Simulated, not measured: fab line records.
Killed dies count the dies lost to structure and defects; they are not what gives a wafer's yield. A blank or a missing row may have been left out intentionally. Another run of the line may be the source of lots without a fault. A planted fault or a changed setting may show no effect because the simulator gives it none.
Code-filled problem report in 8D (eight disciplines) form ; flow sky130 ; the parts of the form that need people (team, actions taken, sign-off) are left out

== 1. THE ISSUE ==
CAPM_CVD_00_THK at SKY_CAPM_THK_MEAS_01 reads a mean of 5.75 nm on 3 wafers of 2 lots; wafers without a fault read 15.55 nm with a standard deviation of 0.26. Relative to the usual mean, that is a shift of -38 standard deviations.
First seen on wafer L676.3, day 42 21:39, on film metro-01. At this step, 33 wafers from 11 lots have a number in the record. Rule for "out" (also "out of limits"): further than 4 standard deviations from the usual mean. All remaining wafers that have a number are taken as sound.

== 2. WHAT IT IS, AND WHAT IT ISN'T ==
question;is;is not
which readings at this step;CAPM_CVD_00_THK;-
which lots;L676, L677;L655, L657, L658, L659, L660, L661, L664, L666, L669
which wafers of those lots;L676.3, L676.6, L677.5;L676.2, L677.1, L677.3
read on which gauges;film metro-01;film metro-02, film metro-03
when;from day 42 21:39;"up to then (28 sound wafers); but 2 sound wafers of L677 came after"

== 3. THE SUSPECTS, EACH WITH WHAT RULES IT OUT ==
Counting: any tool at a process step up to the reading remains a suspect provided it ran every lot that is out. Sound lots after the first of them don't rule it out here, since some wafers of a struck lot are sound.
- the gauge at SKY_CAPM_THK_MEAS_01 has been ruled out. All the wafers that are out were read on film metro-01, but those of them that SKY_METAL3_ETCH_17 has rows for are out there too, on other tools.
- plasma asher-01 at SKY_METAL1_STRIP_20 (strips in O2/N2): kept. Ran every lot that is out, first one L676 (day 39 14:46); last sound lot up to then L664 (day 36 01:06).
- pecvd-01 at SKY_CAPM_CVD_00 (deposits SiO2, target thk 15.5 nm): kept. Ran every lot that is out, first one L676 (day 42 21:37); last sound lot up to then L669 (day 40 19:53).
- In pecvd-01 at SKY_CAPM_CVD_00, the wafers that are out were processed in chamber 0 and their sound lot-mates in chambers 1, 2.
What counting leaves: plasma asher-01 at SKY_METAL1_STRIP_20 and pecvd-01 at SKY_CAPM_CVD_00.

== 4. THE CAUSE (what the simulator had put in) ==
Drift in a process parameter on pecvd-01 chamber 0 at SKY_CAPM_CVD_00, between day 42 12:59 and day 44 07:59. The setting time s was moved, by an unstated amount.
2 suspects survive the count, and this tool is in that group.

== 5. THE CHAIN OF EFFECTS, in route order ==
Each row: a reading where the mean over the struck wafers with a number is more than 3 standard deviations away from the usual. Scope: only readings with a usual standard deviation given in the record; hours: median across lots of the time from each lot's start at the first step in this table that gives one to its start at this step; sigmas: change in usual standard deviations.
hours;step;reading;usual;on struck wafers;change;sigmas
0;SKY_CAPM_THK_MEAS_01;CAPM_CVD_00_THK;15.55 nm;5.75;-9.80;-38
47;SKY_METAL3_ETCH_17;oes product au;0.756 a.u.;0.522;-0.234;-30
Process steps it contains:
- SKY_METAL3_ETCH_17: etches SiO2 in C4F8/O2/Ar, stops on TiN, time 3.9 s, target depth 15 nm.

== 6. WHAT WOULD HAVE CAUGHT IT SOONER ==
Counted from the fault's start at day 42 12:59, it took 9 hours until the first out-of-limits reading at a measuring or inspecting step in this record, taken at day 42 21:39.
Tool readings at SKY_CAPM_CVD_00 with a usual standard deviation given in the record: none out on any struck wafer, hence no alarm at a limit of 4 standard deviations on them.
L677, from the lots that are out (2), started SKY_CAPM_CVD_00 on pecvd-01 later than day 42 21:39. It would have been spared by a hold on the tool at that moment.
